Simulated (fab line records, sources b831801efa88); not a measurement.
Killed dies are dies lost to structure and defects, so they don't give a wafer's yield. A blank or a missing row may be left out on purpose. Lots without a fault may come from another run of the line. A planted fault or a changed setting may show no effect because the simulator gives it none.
Which tool did it? | flow sky130 | 13 lots, 39 wafers sampled, at 6 steps of a route of 708

WHAT THE GAUGES READ, wafer by wafer
SKY_VT_ADJUST_HVTP_CD_MEAS_07: target cd 380 nm.
lot  | measured     | on        | cd_nm (nm)
L501 | day 6 21:11  | cd_sem-01 | 381.4 379.2 379.2
L500 | day 6 21:55  | cd_sem-01 | 378.7 375.6 377.6
L502 | day 7 07:45  | cd_sem-01 | 383.1 380.9 383.6
L503 | day 7 09:14  | cd_sem-01 | 382.5 383.6 384.6
L512 | day 9 17:22  | cd_sem-02 | 379.0 378.7 378.4
L513 | day 9 19:55  | cd_sem-01 | 375.5 377.1 375.3
L514 | day 10 02:24 | cd_sem-02 | 383.3 382.8 379.8
L515 | day 10 05:15 | cd_sem-02 | 377.3 379.1 379.4
L516 | day 10 12:17 | cd_sem-01 | 385.0 383.6 383.8
L517 | day 10 17:44 | cd_sem-02 | 382.1 380.4 379.5
L518 | day 11 02:56 | cd_sem-02 | 385.3 384.0 384.3
L519 | day 11 06:39 | cd_sem-01 | 380.9 383.9 383.7
L521 | day 12 04:19 | cd_sem-01 | 372.8 372.9 374.9

SKY_VT_ADJUST_LVTN_TW_MEAS_10.
lot  | measured     | on            | VT_ADJUST_LVTN_TW
L501 | day 7 17:45  | film_metro-04 | 243 243 243
L500 | day 7 17:48  | film_metro-02 | 237 236 238
L502 | day 8 04:25  | film_metro-04 | 239 240 241
L503 | day 8 05:44  | film_metro-01 | 30 31 30
L512 | day 10 16:41 | film_metro-02 | 239 239 238
L513 | day 10 19:26 | film_metro-01 | 244 245 245
L514 | day 11 02:08 | film_metro-02 | 236 238 237
L515 | day 11 04:24 | film_metro-01 | 243 243 242
L516 | day 11 12:02 | film_metro-02 | 236 237 237
L517 | day 11 17:50 | film_metro-02 | 238 237 238
L518 | day 12 03:54 | film_metro-01 | 243 244 243
L519 | day 12 06:58 | film_metro-04 | 241 240 240
L521 | day 13 05:50 | film_metro-02 | 238 236 239

SKY_VT_ADJUST_HVTR_OVL_MEAS_08.
lot  | measured     | on         | VT_ADJUST_HVTR_OVL (nm)
L501 | day 10 09:56 | overlay-01 | 1.0 1.4 1.5
L500 | day 10 10:08 | overlay-01 | 1.1 -1.6 1.1
L502 | day 10 22:49 | overlay-01 | 0.5 0.4 0.9
L503 | day 10 23:04 | overlay-02 | 1.6 1.9 0.5
L512 | day 13 16:53 | overlay-02 | 1.5 1.4 0.7
L513 | day 13 20:49 | overlay-01 | 2.7 0.6 1.1
L514 | day 14 05:14 | overlay-02 | 0.6 0.9 -0.2
L515 | day 14 08:47 | overlay-01 | -1.7 -2.0 -2.7
L516 | day 14 15:19 | overlay-01 | 1.8 0.1 2.2
L517 | day 14 21:35 | overlay-02 | 1.0 -1.6 -0.4
L518 | day 15 10:31 | overlay-02 | 2.2 1.4 -0.5
L519 | day 15 13:17 | overlay-01 | 1.3 0.8 -0.5
L521 | day 16 14:47 | overlay-01 | 3.6 4.2 1.5

WHICH TOOL RAN EACH LOT (tool, then ch and the chambers of the sampled wafers, then the start)
lot  | SKY_FIELD_ISO_CMP_27         | SKY_VT_ADJUST_HVTP_STRIP_10          | SKY_VT_ADJUST_LVTN_STRIP_09
L501 | cmp-01 ch 1,2, day 3 00:58   | plasma_asher-01 ch 0,1, day 6 21:28  | plasma_asher-02 ch 0,1, day 7 17:38
L500 | cmp-02 ch 0,1,2, day 3 01:01 | plasma_asher-02 ch 0,1, day 6 22:13  | plasma_asher-01 ch 0,1, day 7 17:43
L502 | cmp-02 ch 0,1,3, day 3 09:36 | plasma_asher-01 ch 0,1, day 7 08:04  | plasma_asher-02 ch 0,1, day 8 04:19
L503 | cmp-02 ch 1,2,3, day 3 09:51 | plasma_asher-01 ch 0,1, day 7 09:31  | plasma_asher-02 ch 0,1, day 8 05:37
L512 | cmp-02 ch 0,1,3, day 5 09:47 | plasma_asher-03 ch 0,1, day 9 17:40  | plasma_asher-02 ch 0,1, day 10 16:34
L513 | cmp-01 ch 1,3, day 5 11:32   | plasma_asher-02 ch 1, day 9 20:13    | plasma_asher-01 ch 0, day 10 19:20
L514 | cmp-01 ch 0,1,2, day 5 17:11 | plasma_asher-03 ch 0, day 10 02:43   | plasma_asher-02 ch 1, day 11 02:02
L515 | cmp-01 ch 1,2,3, day 5 20:50 | plasma_asher-02 ch 0,1, day 10 05:32 | plasma_asher-02 ch 0, day 11 04:17
L516 | cmp-02 ch 0,2,3, day 6 00:31 | plasma_asher-01 ch 0,1, day 10 12:35 | plasma_asher-02 ch 0,1, day 11 11:56
L517 | cmp-02 ch 0,1,3, day 6 05:27 | plasma_asher-01 ch 0,1, day 10 18:02 | plasma_asher-04 ch 0,1, day 11 17:44
L518 | cmp-02 ch 0,2,3, day 6 13:08 | plasma_asher-01 ch 0,1, day 11 03:13 | plasma_asher-02 ch 0,1, day 12 03:47
L519 | cmp-01 ch 0,1,2, day 6 18:06 | plasma_asher-03 ch 0,1, day 11 06:56 | plasma_asher-01 ch 0,1, day 12 06:52
L521 | cmp-01 ch 0,1,3, day 7 08:14 | plasma_asher-02 ch 0,1, day 12 04:35 | plasma_asher-02 ch 0,1, day 13 05:45
- SKY_FIELD_ISO_CMP_27: polishes, stops on Si3N4, t overpolish 16 s, target thk 457.8 nm.
- SKY_VT_ADJUST_HVTP_STRIP_10: strips in O2/N2.
- SKY_VT_ADJUST_LVTN_STRIP_09: strips in O2/N2.

WHAT THE TOOLS THEMSELVES READ (means of the sampled wafers that have a number; where no wafer has one, the mark that the record gives instead)
SKY_FIELD_ISO_CMP_27.
lot  | tool   | motor_current_A (A) | overpolish_run_s (s) | slurry_filter_dp_kPa (kPa) | slurry_flow_ml_min | time_to_endpoint_s (s)
L501 | cmp-01 | 12.4                | 15.998               | 13.36                      | 150.1              | 115
L500 | cmp-02 | 10.9                | 15.995               | 13.72                      | 150.2              | 115
L502 | cmp-02 | 11.2                | 15.995               | 13.54                      | 150.1              | 114
L503 | cmp-02 | 10.7                | 16.000               | 13.60                      | 149.6              | 115
L512 | cmp-02 | 11.1                | 16.002               | 13.51                      | 150.2              | 111
L513 | cmp-01 | 11.7                | 16.004               | 13.57                      | 149.7              | 110
L514 | cmp-01 | 12.9                | 15.999               | 13.46                      | 149.6              | 105
L515 | cmp-01 | 12.4                | 16.006               | 13.43                      | 150.3              | 109
L516 | cmp-02 | 11.0                | 16.001               | 13.52                      | 150.0              | 112
L517 | cmp-02 | 11.3                | 15.991               | 13.49                      | 149.7              | 115
L518 | cmp-02 | 10.5                | 16.003               | 13.55                      | 149.5              | 112
L519 | cmp-01 | 12.5                | 15.992               | 13.46                      | 150.2              | 109
L521 | cmp-01 | 12.3                | 16.002               | 13.44                      | 150.0              | 102

SKY_VT_ADJUST_HVTP_STRIP_10.
lot  | tool            | drypump_motor_current_A (A) | oes_product_au (a.u.) | strip_time_to_endpoint_s (s)
L501 | plasma_asher-01 | 5.7                         | 0.718                 | 14.21
L500 | plasma_asher-02 | 6.0                         | 0.714                 | 14.18
L502 | plasma_asher-01 | 5.8                         | 0.717                 | 14.17
L503 | plasma_asher-01 | 5.7                         | 0.939                 | -
L512 | plasma_asher-03 | 5.9                         | 0.718                 | 14.22
L513 | plasma_asher-02 | 5.2                         | 0.720                 | 14.22
L514 | plasma_asher-03 | 6.0                         | 0.710                 | 14.16
L515 | plasma_asher-02 | 5.9                         | 0.715                 | 14.22
L516 | plasma_asher-01 | 5.7                         | 0.721                 | 14.13
L517 | plasma_asher-01 | 5.8                         | 0.714                 | 14.22
L518 | plasma_asher-01 | 5.7                         | 0.717                 | 14.16
L519 | plasma_asher-03 | 5.8                         | 0.717                 | 14.21
L521 | plasma_asher-02 | 6.0                         | 0.715                 | 14.23

SKY_VT_ADJUST_LVTN_STRIP_09.
lot  | tool            | drypump_motor_current_A (A) | oes_product_au (a.u.) | strip_time_to_endpoint_s (s)
L501 | plasma_asher-02 | 6.0                         | 0.725                 | 36.97
L500 | plasma_asher-01 | 5.7                         | 0.721                 | 36.90
L502 | plasma_asher-02 | 5.6                         | 0.720                 | 37.03
L503 | plasma_asher-02 | 6.0                         | 0.725                 | 42.39
L512 | plasma_asher-02 | 5.9                         | 0.722                 | 36.87
L513 | plasma_asher-01 | 5.7                         | 0.718                 | 36.94
L514 | plasma_asher-02 | 5.2                         | 0.720                 | 37.03
L515 | plasma_asher-02 | 6.4                         | 0.720                 | 36.98
L516 | plasma_asher-02 | 5.6                         | 0.725                 | 36.98
L517 | plasma_asher-04 | 5.5                         | 0.719                 | 36.71
L518 | plasma_asher-02 | 6.0                         | 0.720                 | 37.06
L519 | plasma_asher-01 | 5.7                         | 0.718                 | 36.93
L521 | plasma_asher-02 | 5.6                         | 0.724                 | 37.08

THE ANSWER, worked out from the rows above alone
Rule: what is usual is taken from the lots themselves. Put in order of their means at a reading, lots are off if they are a third of the lots or fewer, leave a main group of 4 or more, and stand apart from it by a gap of 3 or more times the standard deviation of the main group's means; of several such gaps the widest counts. A main group whose means are all the same, to the digits that the tables above print for the reading, isn't used. A lot without any number at a reading at which 4 lots or more have one is off too. The other lots that the step has rows for count as sound. The gauges are gone through in route order, then the tools' own readings, and for those a lot's mean is taken as printed above. The first step at which some lot is off is used, and at that step the reading that is off furthest; a lot without a number counts as furthest.
Off: L503, at SKY_VT_ADJUST_LVTN_TW_MEAS_10 (VT_ADJUST_LVTN_TW). The main group: mean 240, standard deviation 2.7.
A tool fits if, at a process step before that reading, it ran every lot that is off, and no sound lot after the first of them. The gauges at SKY_VT_ADJUST_LVTN_TW_MEAS_10 aren't tried: what is off there is off at SKY_VT_ADJUST_HVTP_STRIP_10 too, on other tools, and a gauge's error can't cause that. None of those tried fits.

WHAT THE SIMULATOR HAD PUT IN
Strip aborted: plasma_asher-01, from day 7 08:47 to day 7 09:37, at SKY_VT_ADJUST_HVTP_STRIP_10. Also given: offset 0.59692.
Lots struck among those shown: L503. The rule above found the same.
